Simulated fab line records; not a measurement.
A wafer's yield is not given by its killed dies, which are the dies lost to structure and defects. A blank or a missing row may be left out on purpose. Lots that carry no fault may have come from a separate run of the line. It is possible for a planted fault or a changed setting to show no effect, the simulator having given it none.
Which of the tools did it?	flow sky130	42 wafers from 14 lots sampled at 2 of the route's 708 steps

WHAT EACH GAUGE READ, for each wafer
SKY_FIELD_ISO_CD_MEAS_13: the cd target is 150 nm. Usual: 150.1 nm for cd-nm, sd 1.4.
lot	measured	on	cd-nm (nm)	flag
L959	day 2 14:29	cd-sem-01	150.3 149.7 148.5	
L960	day 2 19:43	cd-sem-01	150.2 149.8 150.6	
L962	day 3 06:33	cd-sem-02	149.7 148.2 148.9	
L963	day 3 13:40	cd-sem-02	148.1 149.0 149.9	
L965	day 3 22:14	cd-sem-02	150.0 151.0 150.8	
L966	day 4 03:31	cd-sem-01	149.2 150.1 149.3	
L967	day 4 09:19	cd-sem-02	151.6 151.6 151.3	
L968	day 4 16:01	cd-sem-02	149.2 151.5 151.5	
L969	day 4 18:52	cd-sem-02	151.3 150.4 149.3	
L971	day 5 03:59	cd-sem-01	152.0 152.1 153.5	
L972	day 5 12:45	cd-sem-02	141.4 140.6 140.5	OFF
L977	day 6 12:47	cd-sem-02	140.9 143.4 141.3	OFF
L978	day 6 18:11	cd-sem-02	146.1 145.6 147.3	
L980	day 7 06:19	cd-sem-02	147.7 145.6 146.6	

EACH LOT AND THE TOOL THAT RAN IT (in order: tool; ch and the chambers of the sampled wafers; start)
lot	SKY_FIELD_ISO_EXPOSE_10
L959	krf-scanner-01 ch 0, day 2 07:44
L960	krf-scanner-01 ch 0, day 2 12:02
L962	krf-scanner-01 ch 0, day 2 23:27
L963	krf-scanner-02 ch 0, day 3 05:48
L965	krf-scanner-01 ch 0, day 3 14:26
L966	krf-scanner-02 ch 0, day 3 19:11
L967	krf-scanner-01 ch 0, day 4 00:41
L968	krf-scanner-01 ch 0, day 4 07:40
L969	krf-scanner-02 ch 0, day 4 11:03
L971	krf-scanner-02 ch 0, day 4 19:45
L972	krf-scanner-01 ch 0, day 5 04:29
L977	krf-scanner-01 ch 0, day 6 03:06
L978	krf-scanner-02 ch 0, day 6 08:28
L980	krf-scanner-02 ch 0, day 6 20:31
- SKY_FIELD_ISO_EXPOSE_10: exposes mask FOM, target cd 150 nm.

WHAT THE TOOLS THEMSELVES READ (means of the sampled wafers that have a number; where no wafer has one, the mark that the record gives instead)
SKY_FIELD_ISO_EXPOSE_10. Usual: exposure-dose-mJ-cm2 28.19, standard deviation 0.2; focus-offset-nm 0.0 nm, standard deviation 0.47; stage-vel-mm-s 499.98 mm/s, standard deviation 0.29.
lot	tool	exposure-dose-mJ-cm2	focus-offset-nm (nm)	stage-vel-mm-s (mm/s)	flag
L959	krf-scanner-01	28.37	1.0	500.03	
L960	krf-scanner-01	28.37	-0.7	499.89	
L962	krf-scanner-01	28.38	0.3	499.89	
L963	krf-scanner-02	27.97	0.4	499.96	
L965	krf-scanner-01	28.38	0.2	499.79	
L966	krf-scanner-02	27.97	-0.2	499.94	
L967	krf-scanner-01	28.35	0.4	500.05	
L968	krf-scanner-01	28.41	-0.1	499.61	
L969	krf-scanner-02	27.98	0.4	500.20	
L971	krf-scanner-02	27.96	0.4	499.74	
L972	krf-scanner-01	29.89	-0.5	499.76	OFF
L977	krf-scanner-01	29.55	0.2	499.65	OFF
L978	krf-scanner-02	28.00	-0.2	500.01	
L980	krf-scanner-02	27.95	-0.3	500.01	

THE ANSWER, worked out from the rows above alone
Rule: lot off if the mean of its wafers having a number is beyond 3 standard deviations from the usual mean. A lot without any number at a reading at which 4 lots or more have one is off too. The other lots that the step has rows for count as sound. After the gauges, taken in route order, come the tools' own readings; for these a lot's mean is taken, as printed above. The first step at which some lot is off is used, and at that step the reading that is off furthest; a lot without a number counts as furthest.
Off: L972, L977 (SKY_FIELD_ISO_CD_MEAS_13, cd-nm).
If a tool, at a process step before that reading, ran all the lots that are off and no sound lot after the first of them, it fits. The gauges at SKY_FIELD_ISO_CD_MEAS_13 aren't tried: what is off there is off at SKY_FIELD_ISO_EXPOSE_10 too, on other tools, and a gauge's error can't cause that. One candidate fits, namely krf-scanner-01 at SKY_FIELD_ISO_EXPOSE_10. A fault onset in the window from L968 (day 4 07:40, its last sound lot) to L972 (day 5 04:29, its first lot off) fits.
On the lots that are off, the tool's own readings at SKY_FIELD_ISO_EXPOSE_10 differ by more than 5 times the standard deviation of the sound lots' means, which bears it out; exposure-dose-mJ-cm2 reads 29.72 there versus 28.17 on the sound lots.

WHAT THE SIMULATOR HAD INSERTED
Drift in process parameters on krf-scanner-01 at SKY_FIELD_ISO_EXPOSE_10, starting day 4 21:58. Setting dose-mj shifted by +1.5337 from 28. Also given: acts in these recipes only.
Shown lots that were struck: L972, L977. The rule above found the same.
